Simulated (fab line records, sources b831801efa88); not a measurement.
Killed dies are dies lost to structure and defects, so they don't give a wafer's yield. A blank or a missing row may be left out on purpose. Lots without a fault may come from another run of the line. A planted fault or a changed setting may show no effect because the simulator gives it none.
Split-lot experiment | flow sky130 | 5 lots, 23 wafers read, on a route of 708 steps

THE SPLIT
At SKY_SD_N_IMPLANT_09, the setting energy_kev was moved away from the recipe's 50 on 9 of the 23 wafers read, by -4.5% to +4.6%. The other wafers ran this setting at the recipe's value.

FROM THE SPLIT TO THE READING: what the file shows between them, 4 steps
- SKY_SD_N_IMPLANT_10
- SKY_SD_N_STRIP_11: strips in O2/N2
- SKY_SD_N_CLEAN_13: cleans in SC1/SC2, time 150 s
- SKY_SD_N_RTA_14: time 2 s

THE READING
SD_N_RS, in ohm/sq, at SKY_SD_N_RS_MEAS_16 (measures by four-point-probe). Fault-free wafers of this fab line usually give 68.57 ohm/sq, standard deviation 0.12 ohm/sq.

wafer  | tool, chamber at the split | energy_kev as run | against the recipe | SD_N_RS, ohm/sq | against lot-mates on the recipe
L074.1 | implanter-01, 0            | 52.29             | +4.6%              | 66.94           | -1.50
L074.3 | implanter-01, 0            | 52.29             | +4.6%              | 66.89           | -1.55
L074.4 | implanter-01, 0            | 52.29             | +4.6%              | 66.96           | -1.48
L074.5 | implanter-01, 0            | 50                | recipe             | 68.61           | -
L074.6 | implanter-01, 0            | 50                | recipe             | 68.26           | -
L079.4 | implanter-04, 0            | 50                | recipe             | 68.83           | -
L079.5 | implanter-04, 0            | 50                | recipe             | 68.73           | -
L079.6 | implanter-04, 0            | 50                | recipe             | 68.80           | -
L082.1 | implanter-04, 0            | 48.27             | -3.5%              | 69.79           | +1.27
L082.2 | implanter-04, 0            | 50                | recipe             | 68.47           | -
L082.4 | implanter-04, 0            | 48.27             | -3.5%              | 69.69           | +1.16
L082.5 | implanter-04, 0            | 48.27             | -3.5%              | 70.01           | +1.48
L082.6 | implanter-04, 0            | 50                | recipe             | 68.58           | -
L083.1 | implanter-01, 0            | 47.73             | -4.5%              | 70.37           | +1.72
L083.2 | implanter-01, 0            | 50                | recipe             | 68.75           | -
L083.3 | implanter-01, 0            | 47.73             | -4.5%              | 70.16           | +1.50
L083.4 | implanter-01, 0            | 50                | recipe             | 68.56           | -
L083.5 | implanter-01, 0            | 47.73             | -4.5%              | 70.21           | +1.55
L084.1 | implanter-01, 0            | 50                | recipe             | 68.47           | -
L084.2 | implanter-01, 0            | 50                | recipe             | 68.68           | -
L084.3 | implanter-01, 0            | 50                | recipe             | 68.55           | -
L084.5 | implanter-01, 0            | 50                | recipe             | 68.54           | -
L084.6 | implanter-01, 0            | 50                | recipe             | 68.58           | -

THE FIT
A straight line over all 23 wafers: SD_N_RS changes by -0.362 ohm/sq for each +1% of energy_kev; r = -0.99; the points scatter about the line by 0.13 ohm/sq.
The same after taking each lot's own level away (the mean of its wafers on the recipe; 23 wafers): -0.346 ohm/sq for each +1%; r = -0.99; scatter 0.11 ohm/sq.
On that fit, the largest move of energy_kev shifts the reading by 1.6 ohm/sq.
The lots' own levels span 68.435 to 68.787 ohm/sq, that is 2.9 times the standard deviation above.
So the lot-to-lot level changes the slope little: the two slopes agree.
Check: with one of the wafers moved furthest among these (+4.6%) left out of the fit, the line predicts -1.57 ohm/sq for it against its lot-mates. It came out at -1.5 ohm/sq against them.

OTHER SPLITS ON THESE WAFERS
These wafers also went through other splits before the reading. Each is held against what the fit with the lots' levels taken away leaves over:
other split on the same wafers  | wafers away from the commonest value | r with SD_N_RS (lot level and that fit taken away)
SKY_LDD_LDN_IMPLANT_10 dose_cm2 | 6                                    | +0.26
SKY_POLY_CUT_COAT_03 spin_rpm   | 9                                    | -0.11
SKY_POLY_CUT_ETCH_10 time_s     | 9                                    | -0.25
SKY_SD_P_IMPLANT_09 energy_kev  | 5                                    | -0.02
SKY_SD_N_COAT_02 spin_rpm       | 9                                    | -0.08

THE WHOLE CHAIN: every reading that the file lists as answering this split, in the file's order
step                | what it does                 | reading                                                         | change (the file's fit)                                                            | r (the file's)
SKY_SD_N_IMPLANT_09 |                              | implant.rp_nm (the simulator's own value, which no gauge read)  | +0.259 nm for each +1% of the setting                                              | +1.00
SKY_SD_N_IMPLANT_09 |                              | implant.drp_nm (the simulator's own value, which no gauge read) | +0.106 nm for each +1% of the setting                                              | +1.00
SKY_SD_N_RS_MEAS_16 | measures by four-point-probe | SD_N_RS                                                         | -0.349 for each +1% of the setting                                                 | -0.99
SKY_SD_N_STRIP_11   | strips in O2/N2              | strip_time_to_endpoint_s                                        | withheld for each +1% of the setting, in a fit together with spin_rpm@SD_N_COAT_02 | 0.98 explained

THE FILE'S OWN FIT
SD_N_RS changes by -0.349 ohm/sq for each +1% of energy_kev, r = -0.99.
